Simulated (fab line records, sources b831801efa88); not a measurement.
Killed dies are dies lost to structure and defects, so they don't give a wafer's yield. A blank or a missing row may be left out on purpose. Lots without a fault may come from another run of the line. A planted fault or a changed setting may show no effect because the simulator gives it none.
fab line records | flow sky130
record lots=6 wafers=18 last_day=50
route steps=708 shown LOCAL_INTERCONNECT@394 CONTACT@406 PAD_OPEN@708
lots that met no fault: from a run of the same line without faults
start_h: hours from the record's first day to the start of the lot's first wafer shown | wait_h: hours since the lot's step before | " the same as in the row above | L1.1+2: a row that stands for several wafers | - no value, or no start given | * or withheld: withheld | < > ~ a bound
route shown NAME@n: a module of which the file shows steps, and the number in the route of the first | usual: mean/standard deviation of fault-free wafers | same: alike in all rows | chamber/n: place in a boat | sites: the reading at each site | _std_site: their standard deviation | _edge_site: outer sites' mean less inner sites' | radius_mm: how far each site lies from the wafer's centre | mask NAME#n: copy n | behind: the tool/chamber that last shaped the wafer | hold: why the lot was held/for how many hours/how that ended | device: the transistor (n, p or np) that didn't switch | end of line: the same wafers' tests at the end of the route | a step without rows: its recipe alone | killed: dies lost to structure and defects at the first sort, not the wafer's yield | map: a wafer's dies, x killed, . not, _ none there
set.NAME: the setting as run; set.NAME@STEP: as run at that earlier step | model.NAME: the simulator's own value behind a step, which no gauge read
lots at some steps of the route; a table a step, a row a wafer
services: from which hour (start_h, from the record's first day; less than 0 if before it) a tool's chamber was out of use, for how many hours, and why
## steps
# step SKY_LOCAL_INTERCONNECT_SOFTBAKE_07
# recipe temp_c=100 time_s=90 resist=KrF-thick
# step SKY_LOCAL_INTERCONNECT_EXPOSE_08
# recipe mask_id=LI1M na=0.8 source_shape=annular sigma_inner=0.55 sigma_outer=0.85 target_cd_nm=170 dose_mj=28
# step SKY_LOCAL_INTERCONNECT_PEB_09
# recipe peb_temp_c=withheld peb_time_s=withheld resist=KrF-thick
# step SKY_LOCAL_INTERCONNECT_DEVELOP_10
# recipe develop_time_s=60 resist=KrF-thick dev_temp_c=21
# step SKY_LOCAL_INTERCONNECT_CD_MEAS_11
# recipe target_cd_nm=170
# usual cd_nm=170.2/1.6
# columns lot.wafer tool chamber start_h wait_h cd_nm
L241.1 cd_sem-01 - 756.42 - 169.2
L241.2 " - " " 169.3
L241.3 " - " " 169.4
L244.3 cd_sem-02 - 788.82 - 165.8
L244.5 " - " " 166.2
L244.6 " - " " 166.5
L247.2 cd_sem-02 - 798.77 - 168.5
L247.3 " - " " 169.8
L247.6 " - " " 168.3
L249.3 cd_sem-02 - 814.01 - 172.4
L249.4 " - " " 173.2
L249.6 " - " " 171.4
L254.1 cd_sem-01 - 853.00 - 169.7
L254.3 " - " " 169.5
L254.6 " - " " 170.1
L258.3 cd_sem-01 - 881.81 - 171.8
L258.4 " - " " 170.1
L258.6 " - " " 171.7
# step SKY_LOCAL_INTERCONNECT_OVL_MEAS_12
# usual LOCAL_INTERCONNECT_OVL=-1/5.9
# columns lot.wafer tool chamber start_h wait_h LOCAL_INTERCONNECT_OVL[nm]
L241.1 overlay-01 - 756.54 0.1 -7
L241.2 " - " " 0
L241.3 " - " " 0
L244.3 overlay-01 - 788.91 0.1 5
L244.5 " - " " 6
L244.6 " - " " 7
L247.2 overlay-02 - 798.87 0.1 2
L247.3 " - " " 1
L247.6 " - " " 7
L249.3 overlay-02 - 814.10 0.1 5
L249.4 " - " " 11
L249.6 " - " " 7
L254.1 overlay-02 - 853.12 0.1 9
L254.3 " - " " 6
L254.6 " - " " 11
L258.3 overlay-01 - 881.90 0.1 -3
L258.4 " - " " 3
L258.6 " - " " 0
# step SKY_LOCAL_INTERCONNECT_ETCH_13
# recipe chemistry=N2/H2 target=BARC ion_energy_ev=200 bias_w=100 pressure_mtorr=30 n2_flow_sccm=100 h2_flow_sccm=200 icp_w=500 stop_on=SiO2 time_s=45.9 target_depth_a=600
# usual drypump_motor_current_A=6.14/0.23 he_backside_leak_sccm=3.4/0.31 n2_flow_sccm=100.02/0.29 oes_product_au=0.855/0.005 throttle_valve_pct=13.224/0.009
# columns lot.wafer tool chamber start_h wait_h drypump_motor_current_A he_backside_leak_sccm n2_flow_sccm oes_product_au rf_hours_counter_h throttle_valve_pct
L241.1 rie_metal-03 0 756.57 0.0 6.21 3.3 99.77 0.857 14 13.228
L241.2 " 1 " " 6.11 3.8 100.09 0.849 10 13.232
L241.3 " 1 " " 6.10 3.8 100.41 0.850 - 13.224
L244.3 rie_metal-04 1 788.96 0.0 6.32 3.2 100.36 0.861 - 13.205
L244.5 " 1 " " 6.30 3.2 100.05 0.846 - 13.228
L244.6 " 0 " " 5.85 3.1 99.61 0.852 - 13.231
L247.2 rie_metal-02 1 798.90 0.0 6.38 3.6 99.78 0.856 16 13.230
L247.3 " 1 " " 6.38 3.5 99.86 0.859 - 13.231
L247.6 " 0 " " 5.63 3.5 99.51 0.866 - 13.227
L249.3 rie_metal-03 0 814.14 0.0 6.20 3.4 100.22 0.850 - 13.229
L249.4 " 1 " " 6.11 3.4 100.31 0.844 - 13.205
L249.6 " 0 " " 6.21 3.4 100.14 0.847 - 13.233
L254.1 rie_metal-02 1 853.16 0.0 6.39 3.6 100.41 0.857 0 13.229
L254.3 " 1 " " 6.38 3.6 99.97 0.853 - 13.211
L254.6 " 0 " " 5.66 3.5 99.84 0.857 - 13.219
L258.3 rie_metal-03 0 881.94 0.0 6.23 3.3 100.11 0.857 - 13.223
L258.4 " 1 " " 6.10 3.8 99.70 0.857 - 13.214
L258.6 " 0 " " 6.25 3.4 100.34 0.850 - 13.221
# step SKY_LOCAL_INTERCONNECT_METAL_ETCH_14
# recipe target_depth_nm=110 stop_on=PSG chemistry=Cl2/BCl3 target=TiN resist_sidewall_deg=88 pressure_mtorr=10 icp_w=900 bias_w=48.5 Cl2_flow_sccm=60 bcl3_flow_sccm=30 time_s=31.4
# step SKY_LOCAL_INTERCONNECT_STRIP_15
# recipe chemistry=O2/N2 power_w=1400 pressure_mtorr=1500 platen_temp_c=withheld o2_flow_sccm=3000 n2_flow_sccm=300 overash_fraction=0.5
# usual drypump_motor_current_A=5.6/0.36 n2_flow_sccm=300.0/1 oes_product_au=0.427/0.0043 strip_time_to_endpoint_s=4.733/0.023
# columns lot.wafer tool chamber start_h wait_h drypump_motor_current_A n2_flow_sccm oes_product_au rf_hours_counter_h strip_time_to_endpoint_s
L241.1 plasma_asher-04 1 756.69 0.0 5.7 300.6 0.434 94 4.683
L241.2 " 0 " " 5.3 301.0 0.427 94 4.685
L241.3 " 0 " " 5.3 302.7 0.426 - 4.734
L244.3 plasma_asher-04 1 789.08 0.1 5.7 299.1 0.428 - 4.723
L244.5 " 0 " " 5.3 298.6 0.432 - 4.709
L244.6 " 1 " " 5.7 298.5 0.421 - 4.701
L247.2 plasma_asher-04 0 799.02 0.0 5.3 301.1 0.440 98 4.721
L247.3 " 1 " " 5.7 299.2 0.427 - 4.713
L247.6 " 1 " " 5.7 298.9 0.422 - 4.756
L249.3 plasma_asher-01 1 814.27 0.1 5.1 300.0 0.436 - 4.738
L249.4 " 0 " " 6.3 299.6 0.425 - 4.734
L249.6 " 1 " " 5.1 300.4 0.428 - 4.720
L254.1 plasma_asher-04 0 853.27 0.0 5.3 300.1 0.425 103 4.731
L254.3 " 1 " " 5.7 299.5 0.431 - 4.732
L254.6 " 0 " " 5.3 302.3 0.436 - 4.755
L258.3 plasma_asher-02 1 882.07 0.1 6.3 299.9 0.422 - 4.692
L258.4 " 0 " " 5.7 298.6 0.430 - 4.744
L258.6 " 0 " " 5.7 299.0 0.416 - 4.715
# step SKY_LOCAL_INTERCONNECT_STRIP_16
# recipe chemistry=post_etch_residue_remover time_s=1200 temp_c=72.5
# step SKY_LOCAL_INTERCONNECT_CLEAN_17
# recipe chemistry=IPA time_s=180 temp_c=25
# step SKY_LOCAL_INTERCONNECT_CLEAN_18
# recipe chemistry=O3/DIW dry=n2_spin
# step SKY_CONTACT_CVD_00
# recipe material=Si3N4 target_thk_nm=75 temp_c=400 time_s=withheld rf_w=450
# usual heater_power_w=736/84 rf_fwd_power_W=444.7/2.3
# columns lot.wafer tool chamber start_h wait_h heater_power_w rf_fwd_power_W model.Si3N4_of_CONTACT_CVD_00.thk_nm
L241.1 pecvd-02 0 757.28 0.0 928 444.5 72.99
L241.2 " 1 " " 776 447.0 75.42
L241.3 " 1 " " 767 447.4 76.08
L244.3 pecvd-01 0 789.66 0.0 601 443.8 75.31
L244.5 " 1 " " 709 442.8 75.38
L244.6 " 0 " " 628 441.8 75.97
L247.2 pecvd-01 0 799.64 0.0 671 517.1 77.6
L247.3 " 2 " " 827 519.7 76.78
L247.6 " 1 " " 736 515.6 77.79
L249.3 pecvd-01 2 814.91 0.0 745 518.3 77.87
L249.4 " 2 " " 723 517.6 79.15
L249.6 " 0 " " 666 514.4 79.74
L254.1 pecvd-02 2 853.86 0.0 679 447.7 74.57
L254.3 " 1 " " 727 444.0 76.21
L254.6 " 2 " " 659 447.9 75.53
L258.3 pecvd-03 2 882.63 0.0 674 447.0 74.53
L258.4 " 0 " " 761 443.3 76.25
L258.6 " 1 " " 673 444.2 75.84
# step SKY_CONTACT_THK_MEAS_01
# recipe reads=Si3N4_of_CONTACT_CVD_00
# usual CONTACT_CVD_00_THK=75.0/1
# columns lot.wafer tool chamber start_h wait_h CONTACT_CVD_00_THK[nm]
L241.1 film_metro-03 - 757.33 - 73.0
L241.2 " - " " 75.4
L241.3 " - " " 76.0
L244.3 film_metro-01 - 789.72 - 75.3
L244.5 " - " " 75.4
L244.6 " - " " 76.0
L247.2 film_metro-03 - 799.69 - 77.6
L247.3 " - " " 76.8
L247.6 " - " " 77.7
L249.3 film_metro-04 - 814.96 - 77.9
L249.4 " - " " 79.2
L249.6 " - " " 79.8
L254.1 film_metro-01 - 853.89 - 74.6
L254.3 " - " " 76.2
L254.6 " - " " 75.5
L258.3 film_metro-03 - 882.68 - 74.5
L258.4 " - " " 76.2
L258.6 " - " " 75.8
# step SKY_CONTACT_HDPCVD_02
# recipe material=SiO2 target_thk_nm=565 sigma_open_frac=0.3 time_s=94.2 temp_c=600 sih4_flow_sccm=60 pressure_mtorr=6
# step SKY_CONTACT_THK_MEAS_03
# recipe reads=SiO2_of_CONTACT_HDPCVD_02
# usual CONTACT_HDPCVD_THK=563/6.4
# columns lot.wafer tool chamber start_h wait_h CONTACT_HDPCVD_THK[nm]
L241.1 film_metro-04 - 757.46 0.0 557
L241.2 " - " " 560
L241.3 " - " " 556
L244.3 film_metro-03 - 789.84 0.1 562
L244.5 " - " " 571
L244.6 " - " " 565
L247.2 film_metro-04 - 799.81 0.0 557
L247.3 " - " " 565
L247.6 " - " " 559
L249.3 film_metro-01 - 815.09 0.1 571
L249.4 " - " " 570
L249.6 " - " " 566
L254.1 film_metro-03 - 854.04 0.1 558
L254.3 " - " " 560
L254.6 " - " " 561
L258.3 film_metro-01 - 882.81 0.1 565
L258.4 " - " " 572
L258.6 " - " " 574
# step SKY_CONTACT_CMP_04
# recipe material=SiO2 down_force_psi=4 platen_rpm=60 pad_velocity_m_s=0.94248
# step SKY_CONTACT_BOW_MEAS_05
# recipe mode=bow
# usual CONTACT_BOW=81/6.2
# columns lot.wafer tool chamber start_h wait_h CONTACT_BOW[um]
L241.1 film_metro-03 - 757.82 0.1 87
L241.2 " - " " 72
L241.3 " - " " 87
L244.3 film_metro-01 - 790.22 0.2 80
L244.5 " - " " 74
L244.6 " - " " 85
L247.2 film_metro-01 - 800.24 0.2 78
L247.3 " - " " 83
L247.6 " - " " 80
L249.3 film_metro-01 - 815.47 0.1 81
L249.4 " - " " 77
L249.6 " - " " 70
L254.1 film_metro-01 - 854.64 0.2 72
L254.3 " - " " 67
L254.6 " - " " 74
L258.3 film_metro-03 - 883.19 0.1 90
L258.4 " - " " 76
L258.6 " - " " 82
# step SKY_CONTACT_DEHYDRATE_06
# recipe temp_c=200 time_s=60
# step SKY_CONTACT_HMDS_07
# recipe prime_time_s=60 prime_temp_c=120
# step SKY_CONTACT_COAT_08
# recipe resist=BARC temp_c=withheld time_s=withheld spin_rpm=3000 resist_thk_nm=60
# step SKY_CONTACT_COAT_09
# recipe resist=KrF-thick spin_rpm=3000 resist_thk_nm=450
# step SKY_CONTACT_SOFTBAKE_10
# recipe temp_c=100 time_s=90 resist=KrF-thick
# step SKY_CONTACT_EXPOSE_11
# recipe mask_id=CTM1 na=0.8 source_shape=annular sigma_inner=0.55 sigma_outer=0.85 target_cd_nm=170 dose_mj=38
# step SKY_CONTACT_PEB_12
# recipe peb_temp_c=withheld peb_time_s=withheld resist=KrF-thick
# step SKY_CONTACT_DEVELOP_13
# recipe develop_time_s=60 resist=KrF-thick dev_temp_c=21.98
# step SKY_CONTACT_CD_MEAS_14
# recipe target_cd_nm=170
# usual cd_nm=170.2/1.4
# columns lot.wafer tool chamber start_h wait_h cd_nm
L241.1 cd_sem-01 - 785.15 - 172.8
L241.2 " - " " 171.4
L241.3 " - " " 172.8
L244.3 cd_sem-02 - 817.47 - 171.0
L244.5 " - " " 171.7
L244.6 " - " " 170.3
L247.2 cd_sem-02 - 827.34 - 166.8
L247.3 " - " " 168.2
L247.6 " - " " 169.0
L249.3 cd_sem-01 - 841.77 - 172.0
L249.4 " - " " 173.0
L249.6 " - " " 171.8
L254.1 cd_sem-01 - 879.82 - 171.3
L254.3 " - " " 170.9
L254.6 " - " " 169.7
L258.3 cd_sem-01 - 908.56 - 168.1
L258.4 " - " " 169.0
L258.6 " - " " 170.0
# step SKY_CONTACT_OVL_MEAS_15
# usual CONTACT_OVL=2/5.5
# columns lot.wafer tool chamber start_h wait_h CONTACT_OVL[nm]
L241.1 overlay-01 - 785.27 0.1 8
L241.2 " - " " 3
L241.3 " - " " 6
L244.3 overlay-01 - 817.56 0.1 -5
L244.5 " - " " 0
L244.6 " - " " 3
L247.2 overlay-02 - 827.44 0.1 2
L247.3 " - " " -1
L247.6 " - " " 2
L249.3 overlay-02 - 841.86 0.1 8
L249.4 " - " " 6
L249.6 " - " " 4
L254.1 overlay-01 - 879.94 0.1 -1
L254.3 " - " " 2
L254.6 " - " " 5
L258.3 overlay-02 - 908.65 0.1 0
L258.4 " - " " 1
L258.6 " - " " -2
# step SKY_CONTACT_ETCH_16
# recipe chemistry=N2/H2 target=BARC ion_energy_ev=200 source_w=500 bias_w=100 pressure_mtorr=30 n2_flow_sccm=100 h2_flow_sccm=200 stop_on=SiO2 time_s=45.9 target_depth_a=600
# usual drypump_motor_current_A=5.6/0.43 n2_flow_sccm=100.0/0.32 oes_product_au=0.855/0.0044 throttle_valve_pct=13.226/0.0094
# columns lot.wafer tool chamber start_h wait_h drypump_motor_current_A n2_flow_sccm oes_product_au rf_hours_counter_h throttle_valve_pct
L241.1 rie_diel-02 3 785.30 0.0 6.4 100.1 0.857 34 13.225
L241.2 " 0 " " 5.6 100.4 0.859 3 13.225
L241.3 " 2 " " 5.9 100.0 0.857 18 13.236
L244.3 rie_diel-02 3 817.58 0.0 6.4 99.8 0.856 36 13.246
L244.5 " 3 " " 6.4 99.5 0.854 - 13.211
L244.6 " 0 " " 5.6 100.3 0.851 - 13.233
L247.2 rie_diel-02 3 827.47 0.0 6.5 99.8 0.856 36 13.215
L247.3 " 2 " " 5.9 99.9 0.858 19 13.228
L247.6 " 0 " " 5.6 99.6 0.852 - 13.224
L249.3 rie_diel-02 0 841.88 0.0 5.6 100.5 0.862 5 13.238
L249.4 " 1 " " 6.1 99.8 0.851 - 13.228
L249.6 " 2 " " 5.9 100.9 0.854 - 13.230
L254.1 rie_diel-02 1 879.97 0.0 6.2 100.6 0.858 1 13.216
L254.3 " 3 " " 6.5 100.2 0.854 1 13.205
L254.6 " 0 " " 5.6 99.8 0.851 - 13.209
L258.3 rie_diel-03 3 908.67 0.0 5.6 99.4 0.853 24 13.194
L258.4 " 1 " " 5.2 99.8 0.852 9 13.218
L258.6 " 0 " " 5.7 99.6 0.849 - 13.211
# step SKY_CONTACT_ETCH_17
# recipe target=SiO2 chemistry=C4F8/O2/Ar stop_on=Si3N4 mask_material=KrF-thick source_w=1500 bias_w=1200 pressure_mtorr=40 c4f8_flow_sccm=withheld O2_flow_sccm=6 Ar_flow_sccm=300 time_s=withheld target_depth_a=3400
# usual oes_product_au=0.892/0.0046
# columns lot.wafer tool chamber start_h wait_h oes_product_au
L241.1 rie_diel-02 3 785.34 0.0 0.888
L241.2 " 0 " " 0.887
L241.3 " 2 " " 0.893
L244.3 rie_diel-02 3 817.63 0.0 0.886
L244.5 " 3 " " 0.891
L244.6 " 0 " " 0.892
L247.2 rie_diel-02 3 827.51 0.0 0.890
L247.3 " 2 " " 0.894
L247.6 " 0 " " 0.896
L249.3 rie_diel-02 0 841.93 0.0 0.887
L249.4 " 1 " " 0.885
L249.6 " 2 " " 0.886
L254.1 rie_diel-02 1 880.01 0.0 0.892
L254.3 " 3 " " 0.893
L254.6 " 0 " " 0.888
L258.3 rie_diel-03 3 908.71 0.0 0.896
L258.4 " 1 " " 0.891
L258.6 " 0 " " 0.893
# step SKY_CONTACT_ETCH_18
# recipe target=Si3N4 chemistry=CHF3/O2 stop_on=TiN source_w=600 bias_w=200 pressure_mtorr=40 chf3_flow_sccm=50 O2_flow_sccm=5 time_s=39 target_depth_a=750
# usual drypump_motor_current_A=5.6/0.43 oes_product_au=0.856/0.0077 throttle_valve_pct=8.793/0.0087
# columns lot.wafer tool chamber start_h wait_h drypump_motor_current_A oes_product_au rf_hours_counter_h throttle_valve_pct model.etch.depth_nm
L241.1 rie_diel-02 3 - - 6.4 0.841 34 8.783 72.99
L241.2 " 0 " " 5.6 0.859 3 8.798 75.42
L241.3 " 2 " " 5.9 0.856 18 8.799 76.08
L244.3 rie_diel-02 3 - - 6.4 0.844 36 8.789 75.31
L244.5 " 3 " " 6.4 0.862 - 8.805 75.38
L244.6 " 0 " " 5.6 0.867 - 8.802 75.97
L247.2 rie_diel-02 3 - - 6.4 0.865 36 8.818 77.6
L247.3 " 2 " " 5.9 0.863 19 8.793 76.78
L247.6 " 0 " " 5.6 0.868 - 8.789 77.79
L249.3 rie_diel-02 0 - - 5.6 0.877 5 8.797 77.87
L249.4 " 1 " " 6.2 0.881 - 8.798 79.15
L249.6 " 2 " " 5.9 0.887 - 8.803 79.74
L254.1 rie_diel-02 1 - - 6.1 0.860 1 8.804 74.57
L254.3 " 3 " " 6.5 0.855 1 8.795 76.21
L254.6 " 0 " " 5.6 0.858 - 8.782 75.53
L258.3 rie_diel-03 3 - - 5.6 0.851 24 8.787 74.53
L258.4 " 1 " " 5.2 0.873 10 8.794 76.25
L258.6 " 0 " " 5.6 0.851 - 8.797 75.84
# step SKY_CONTACT_STRIP_19
# recipe chemistry=O2/N2 power_w=1400 pressure_mtorr=1500 platen_temp_c=withheld o2_flow_sccm=3000 n2_flow_sccm=300 overash_fraction=0.5
# usual drypump_motor_current_A=5.9/0.31 n2_flow_sccm=300.0/0.92 oes_product_au=0.380/0.0047 strip_time_to_endpoint_s=3.61/0.03
# columns lot.wafer tool chamber start_h wait_h drypump_motor_current_A n2_flow_sccm oes_product_au rf_hours_counter_h strip_time_to_endpoint_s
L241.1 plasma_asher-03 1 785.43 - 6.2 298.2 0.381 4 3.64
L241.2 " 0 " " 5.9 299.1 0.383 4 3.61
L241.3 " 0 " " 6.0 299.3 0.383 - 3.64
L244.3 plasma_asher-02 0 817.75 - 5.7 301.8 0.382 - 3.60
L244.5 " 1 " " 6.3 299.7 0.381 - 3.60
L244.6 " 0 " " 5.7 301.3 0.382 - 3.59
L247.2 plasma_asher-02 0 827.60 - 5.7 299.5 0.386 67 3.59
L247.3 " 1 " " 6.2 300.8 0.378 - 3.61
L247.6 " 0 " " 5.7 299.2 0.382 - 3.58
L249.3 plasma_asher-03 1 842.05 - 6.0 300.0 0.385 - 3.60
L249.4 " 0 " " 5.9 298.7 0.377 - 3.62
L249.6 " 1 " " 6.0 299.4 0.380 - 3.64
L254.1 plasma_asher-03 1 880.10 - 6.1 299.5 0.388 14 3.66
L254.3 " 1 " " 6.1 300.9 0.376 - 3.60
L254.6 " 1 " " 6.1 300.0 0.382 - 3.62
L258.3 plasma_asher-01 1 908.84 - 5.2 299.1 0.378 - 3.65
L258.4 " 0 " " 6.3 300.4 0.374 - 3.60
L258.6 " 0 " " 6.3 299.6 0.380 - 3.55
# step SKY_PAD_OPEN_PROBE_99
# usual killed_at_M0_to_M3=42/6.3 killed_at_M4_up=2.8/1.9 killed_at_contacts=23/5.3 killed_at_front_end=16/4.3 killed_at_other=0.2/0.51 killed_dies=84/9.3 killed_on_rim=16/4.2 killed_open=46/7.6 killed_short=38/6.3
# same gross_dies=492 killed_at_back_side=0
# columns lot.wafer tool chamber start_h wait_h killed_at_M0_to_M3 killed_at_M4_up killed_at_contacts killed_at_front_end killed_at_other killed_dies killed_on_rim killed_open killed_short
L241.1 prober-02 - 1117.23 0.1 48 5 17 17 0 87 21 45 42
L241.2 prober-02 - 1117.28 0.1 43 2 21 14 0 80 17 47 33
L241.3 prober-02 - 1117.33 0.2 42 0 16 15 0 73 11 36 37
L244.3 prober-01 - 1139.82 0.2 46 5 26 14 0 91 17 54 37
L244.5 prober-01 - 1139.92 0.2 36 1 26 13 2 78 16 45 33
L244.6 prober-01 - 1139.97 0.2 39 3 27 19 2 90 17 55 35
L249.3 prober-02 - 1158.88 0.2 31 2 21 18 0 72 9 33 39
L249.4 prober-02 - 1158.93 0.2 41 7 24 11 0 83 16 39 44
L249.6 prober-02 - 1159.03 0.2 33 2 26 17 1 79 13 38 41
L258.3 prober-02 - 1202.29 0.2 41 3 21 10 1 76 12 48 28
L258.4 prober-02 - 1202.34 0.2 33 6 23 15 1 78 11 37 41
L258.6 prober-02 - 1202.44 0.2 43 5 16 12 0 76 15 41 35
# killed by level:class
L241.1 VIA3:geometric_particle:open=10 CONTACT:geometric_particle:open=8 VIA1:geometric_particle:open=8 METAL1:geometric_particle:short=8 VIA2:geometric_particle:open=6 METAL2:geometric_particle:short=5 METAL4:geometric_particle:short=5 FIELD_ISO:geometric_particle:short=4
L241.2 VIA1:geometric_particle:open=11 LI_CONTACT:geometric_particle:open=8 CONTACT:geometric_particle:open=7 METAL1:geometric_particle:short=5 FIELD_ISO:geometric_particle:open=4 VIA1:geometric_particle:short=4 METAL2:geometric_particle:short=4 VIA2:geometric_particle:short=4
L241.3 VIA1:geometric_particle:open=11 METAL1:geometric_particle:short=7 METAL2:geometric_particle:short=5 VIA2:geometric_particle:open=5 POLY_GATE:geometric_particle:open=4 LI_CONTACT:geometric_particle:short=4 LI_CONTACT:geometric_particle:open=4 LOCAL_INTERCONNECT:geometric_particle:short=4
L244.3 VIA1:geometric_particle:open=14 CONTACT:geometric_particle:open=12 LI_CONTACT:geometric_particle:open=8 VIA2:geometric_particle:open=7 METAL2:geometric_particle:short=6 VIA1:geometric_particle:short=5 VIA3:geometric_particle:short=4 VIA3:geometric_particle:open=4
L244.5 VIA2:geometric_particle:open=8 CONTACT:geometric_particle:open=7 VIA1:geometric_particle:open=7 LI_CONTACT:geometric_particle:open=6 VIA3:geometric_particle:open=6 CONTACT:geometric_particle:short=5 VIA3:geometric_particle:short=5 LOCAL_INTERCONNECT:geometric_particle:short=4
L244.6 CONTACT:geometric_particle:open=10 VIA3:geometric_particle:open=9 LI_CONTACT:geometric_particle:open=8 FIELD_ISO:geometric_particle:short=7 FIELD_ISO:geometric_particle:open=6 VIA1:geometric_particle:open=6 VIA1:geometric_particle:short=5 LOCAL_INTERCONNECT:geometric_particle:short=5
L249.3 METAL2:geometric_particle:short=10 FIELD_ISO:geometric_particle:open=6 CONTACT:geometric_particle:open=6 VIA3:geometric_particle:open=5 FIELD_ISO:geometric_particle:short=4 LI_CONTACT:geometric_particle:short=4 LOCAL_INTERCONNECT:geometric_particle:short=4 CONTACT:geometric_particle:short=4
L249.4 CONTACT:geometric_particle:open=11 VIA2:geometric_particle:open=8 METAL3:geometric_particle:short=7 VIA3:geometric_particle:open=6 METAL4:geometric_particle:short=5 LI_CONTACT:geometric_particle:short=4 METAL1:geometric_particle:short=4 VIA1:geometric_particle:short=4
L249.6 LI_CONTACT:geometric_particle:open=7 CONTACT:geometric_particle:open=7 FIELD_ISO:geometric_particle:short=6 CONTACT:geometric_particle:short=6 VIA1:geometric_particle:open=6 VIA3:geometric_particle:open=5 POLY_GATE:geometric_particle:short=4 METAL1:geometric_particle:short=4
L258.3 CONTACT:geometric_particle:open=12 VIA1:geometric_particle:open=12 VIA3:geometric_particle:open=8 METAL2:geometric_particle:short=6 LI_CONTACT:geometric_particle:open=5 VIA2:geometric_particle:open=4 VIA3:geometric_particle:short=4 FIELD_ISO:geometric_particle:open=3
L258.4 LI_CONTACT:geometric_particle:open=8 CONTACT:geometric_particle:open=7 METAL2:geometric_particle:short=6 FIELD_ISO:geometric_particle:short=5 CONTACT:geometric_particle:short=5 VIA1:geometric_particle:open=5 VIA1:geometric_particle:short=4 VIA3:geometric_particle:open=4
L258.6 VIA1:geometric_particle:open=9 CONTACT:geometric_particle:open=7 METAL2:geometric_particle:short=7 VIA2:geometric_particle:open=6 VIA3:geometric_particle:open=4 FIELD_ISO:geometric_particle:open=3 LI_CONTACT:geometric_particle:open=3 METAL1:geometric_particle:short=3
## services
# columns tool chamber start_h hours kind
plasma_asher-03 - 733.75 9.0 pm
rie_metal-03 - 741.63 1.0 repair
pecvd-03 - 743.24 0.7 repair
rie_diel-02 1 753.66 39.3 repair
pecvd-02 - 761.19 4.3 pm
rie_diel-02 1 793.00 - clean
pecvd-03 1 797.63 5.8 repair
rie_metal-04 0 800.38 23.9 repair
rie_metal-03 - 805.44 0.8 repair
pecvd-01 1 823.23 27.7 repair
plasma_asher-04 - 834.18 2.5 repair
pecvd-01 - 835.25 1.0 repair
pecvd-03 2 840.03 5.6 repair
plasma_asher-02 - 844.20 8.1 repair
pecvd-02 - 846.38 1.4 repair
rie_metal-04 - 865.16 1.4 pm
rie_metal-03 - 867.09 0.2 repair
plasma_asher-03 - 869.30 0.8 repair
rie_metal-02 0 880.09 9.9 repair
pecvd-01 - 888.35 15.6 pm
plasma_asher-01 - 888.95 8.0 repair
rie_metal-04 - 897.11 2.8 pm
rie_diel-02 - 907.79 10.7 repair
plasma_asher-03 - 908.75 2.7 repair
## key
first_sign step=SKY_CONTACT_CVD_00 reading=rf_fwd_power_W direction=up sigmas=32 usual=444.7 struck=517.1
effect step=SKY_CONTACT_THK_MEAS_01 reading=CONTACT_CVD_00_THK direction=up sigmas=3 usual=75.0 struck=78.2
model_effect step=SKY_CONTACT_CVD_00 value=Si3N4_of_CONTACT_CVD_00.thk_nm without=74.74 struck=78.15
model_effect step=SKY_CONTACT_ETCH_18 value=etch.depth_nm without=74.74 struck=78.15
met_at SKY_CONTACT_CVD_00
struck_wafers L247.2,L247.3,L247.6,L249.3,L249.4,L249.6
tester_left_out L247,L249
onset_between 789.66 799.64
fault kind=process_parameter_drift tool=pecvd-01 chamber=- onset_h=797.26 steps=SKY_CONTACT_CVD_00 channel=rf_w offset=72 shape=step end_h=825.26 acts_in=these_recipes_only stated=450
# tester_left_out: of these lots the tester's yield and bins aren't shown, on N5 and GAA mostly nor the transistor test; their killed dies are dies lost to structure and defects alone, not to doping, threshold or leakage, so they don't give the yield
